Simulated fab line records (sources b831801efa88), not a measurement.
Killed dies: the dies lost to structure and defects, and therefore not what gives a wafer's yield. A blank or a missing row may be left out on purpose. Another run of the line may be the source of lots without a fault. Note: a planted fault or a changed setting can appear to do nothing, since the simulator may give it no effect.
Which tool is to blame? + flow gf180mcu + 42 wafers from 14 lots sampled at 5 of the route's 602 steps

== WHAT THE GAUGES READ, wafer by wafer ==
GF_HV_LDD_TW_MEAS_11.
| lot  | measured     | on            | HV_LDD_TW      |
|------|--------------|---------------|----------------|
| L567 | day 10 14:18 | film_metro-04 | 2439 2444 2434 |
| L568 | day 10 19:18 | film_metro-02 | 2439 2420 2428 |
| L569 | day 11 03:04 | film_metro-02 | 2411 2432 2414 |
| L570 | day 11 15:39 | film_metro-03 | 2431 2414 2422 |
| L573 | day 12 13:02 | film_metro-04 | 2416 2433 2423 |
| L574 | day 12 18:29 | film_metro-02 | 2870 2863 2873 |
| L575 | day 13 08:59 | film_metro-02 | 2866 2869 2859 |
| L577 | day 13 15:16 | film_metro-03 | 2406 2422 2403 |
| L583 | day 15 11:00 | film_metro-03 | 2426 2412 2410 |
| L584 | day 15 21:57 | film_metro-02 | 2421 2430 2433 |
| L585 | day 16 07:13 | film_metro-04 | 2433 2424 2424 |
| L586 | day 16 11:50 | film_metro-03 | 2410 2396 2409 |
| L587 | day 16 21:48 | film_metro-02 | 2423 2411 2415 |
| L588 | day 17 01:20 | film_metro-02 | 2428 2419 2414 |

GF_HV_LDD_RS_MEAS_53: a four-point-probe measurement.
| lot  | measured     | on            | HV_LDD_RS (ohm/sq) |
|------|--------------|---------------|--------------------|
| L567 | day 13 00:21 | film_metro-02 | 418.1 416.9 416.3  |
| L568 | day 13 04:31 | film_metro-04 | 418.6 419.2 416.9  |
| L569 | day 13 14:41 | film_metro-03 | 416.9 417.2 416.5  |
| L570 | day 14 04:48 | film_metro-02 | 417.4 417.5 418.5  |
| L573 | day 15 03:59 | film_metro-03 | 419.0 419.4 419.1  |
| L574 | day 15 08:14 | film_metro-03 | 312.2 312.3 312.3  |
| L575 | day 16 01:01 | film_metro-04 | 314.2 312.4 313.1  |
| L577 | day 16 08:41 | film_metro-03 | 416.9 417.6 418.3  |
| L583 | day 18 07:59 | film_metro-02 | 419.2 419.1 417.6  |
| L584 | day 18 20:11 | film_metro-04 | 418.8 417.3 418.0  |
| L585 | day 19 05:41 | film_metro-04 | 418.3 419.2 419.4  |
| L586 | day 19 11:53 | film_metro-04 | 416.7 417.8 417.9  |
| L587 | day 19 23:20 | film_metro-03 | 417.5 417.2 416.6  |
| L588 | day 20 01:32 | film_metro-04 | 419.2 418.5 419.3  |

GF_NSD_OVL_MEAS_08.
| lot  | measured     | on         | NSD_OVL (nm)   |
|------|--------------|------------|----------------|
| L567 | day 13 23:07 | overlay-02 | -0.5 -0.9 -1.2 |
| L568 | day 14 02:55 | overlay-02 | -0.4 0.4 -0.6  |
| L569 | day 14 14:26 | overlay-01 | 0.1 -1.3 0.2   |
| L570 | day 15 05:01 | overlay-01 | -0.3 0.7 0.6   |
| L573 | day 16 04:37 | overlay-01 | -1.0 1.8 0.3   |
| L574 | day 16 08:53 | overlay-02 | -1.0 1.6 1.3   |
| L575 | day 17 02:42 | overlay-01 | 0.9 1.4 0.7    |
| L577 | day 17 10:26 | overlay-01 | -0.4 0.2 -0.3  |
| L583 | day 19 10:46 | overlay-02 | 1.2 -0.1 -1.1  |
| L584 | day 19 23:37 | overlay-01 | -1.6 -1.7 -1.7 |
| L585 | day 20 08:14 | overlay-01 | -0.1 -0.9 -0.1 |
| L586 | day 20 14:45 | overlay-02 | -0.2 -0.4 -0.6 |
| L587 | day 21 02:26 | overlay-02 | -1.3 -0.7 -0.1 |
| L588 | day 21 04:17 | overlay-01 | -2.6 -3.6 -0.6 |

GF_SAB_OVL_MEAS_10.
| lot  | measured     | on         | SAB_OVL (nm)  |
|------|--------------|------------|---------------|
| L567 | day 15 18:25 | overlay-02 | 0.2 0.5 0.7   |
| L568 | day 15 22:56 | overlay-01 | 0.1 1.1 1.2   |
| L569 | day 16 10:47 | overlay-01 | -1.2 0.6 0.4  |
| L570 | day 17 02:14 | overlay-01 | -0.2 0.3 -0.7 |
| L573 | day 18 03:52 | overlay-01 | 0.4 1.2 2.5   |
| L574 | day 18 08:20 | overlay-01 | 2.8 2.7 2.1   |
| L575 | day 19 02:10 | overlay-02 | 1.4 -1.1 2.0  |
| L577 | day 19 11:41 | overlay-02 | 0.3 4.1 3.5   |
| L583 | day 21 12:31 | overlay-02 | 2.0 -0.2 0.5  |
| L584 | day 22 00:34 | overlay-02 | 0.1 0.2 0.0   |
| L585 | day 22 08:32 | overlay-01 | 0.8 -0.4 1.4  |
| L586 | day 22 15:33 | overlay-01 | 1.2 2.4 1.6   |
| L587 | day 23 01:49 | overlay-01 | 2.6 1.7 1.5   |
| L588 | day 23 03:35 | overlay-02 | -1.3 1.4 2.5  |

== WHAT TOOL EACH LOT RAN ON (gives the tool, then ch and the chambers of the sampled wafers, and finally the start) ==
| lot  | GF_HV_LDD_IMPLANT_09            |
|------|---------------------------------|
| L567 | implanter-01 ch 0, day 10 14:03 |
| L568 | implanter-03 ch 0, day 10 19:04 |
| L569 | implanter-03 ch 0, day 11 02:49 |
| L570 | implanter-01 ch 0, day 11 15:25 |
| L573 | implanter-01 ch 0, day 12 12:47 |
| L574 | implanter-01 ch 0, day 12 17:55 |
| L575 | implanter-04 ch 0, day 13 08:25 |
| L577 | implanter-04 ch 0, day 13 15:01 |
| L583 | implanter-01 ch 0, day 15 10:46 |
| L584 | implanter-04 ch 0, day 15 21:42 |
| L585 | implanter-04 ch 0, day 16 06:59 |
| L586 | implanter-04 ch 0, day 16 11:37 |
| L587 | implanter-04 ch 0, day 16 21:33 |
| L588 | implanter-04 ch 0, day 17 01:05 |
- GF_HV_LDD_IMPLANT_09

== AS READ BY THE TOOLS THEMSELVES (means over the sampled wafers that have a number; for cases with no such wafer, the mark the record gives instead) ==
The record holds no such reading with a usual standard deviation.

== THE ANSWER, worked out from the rows above alone ==
Rule: the usual values come from the lots themselves. Put in order of their means at a reading, lots are off if they are a third of the lots or fewer, leave a main group of 4 or more, and stand apart from it by a gap of 3 or more times the standard deviation of the main group's means; of several such gaps the widest counts. A main group is skipped when, at the precision printed for the reading in the tables above, its means are all equal. Also off: a lot with no number at a reading for which 4 or more lots have one. All remaining lots with rows at the step are treated as sound. After the gauges, taken in route order, come the tools' own readings; for these a lot's mean is taken, as printed above. At the first step where some lot is off, the reading lying furthest off is the one used; lots without a number count as furthest.
Off: L574, L575, at GF_HV_LDD_TW_MEAS_11 (HV_LDD_TW). For the main group the mean is 2421 and the standard deviation 8.7.
If a tool, at a process step before that reading, ran all the lots that are off and no sound lot after the first of them, it fits. The gauges at GF_HV_LDD_TW_MEAS_11 aren't tried: what is off there is off at GF_HV_LDD_RS_MEAS_53 too, on other tools, and a gauge's error can't cause that. None of those tried fits.

== WHAT WAS PUT IN BY THE SIMULATOR ==
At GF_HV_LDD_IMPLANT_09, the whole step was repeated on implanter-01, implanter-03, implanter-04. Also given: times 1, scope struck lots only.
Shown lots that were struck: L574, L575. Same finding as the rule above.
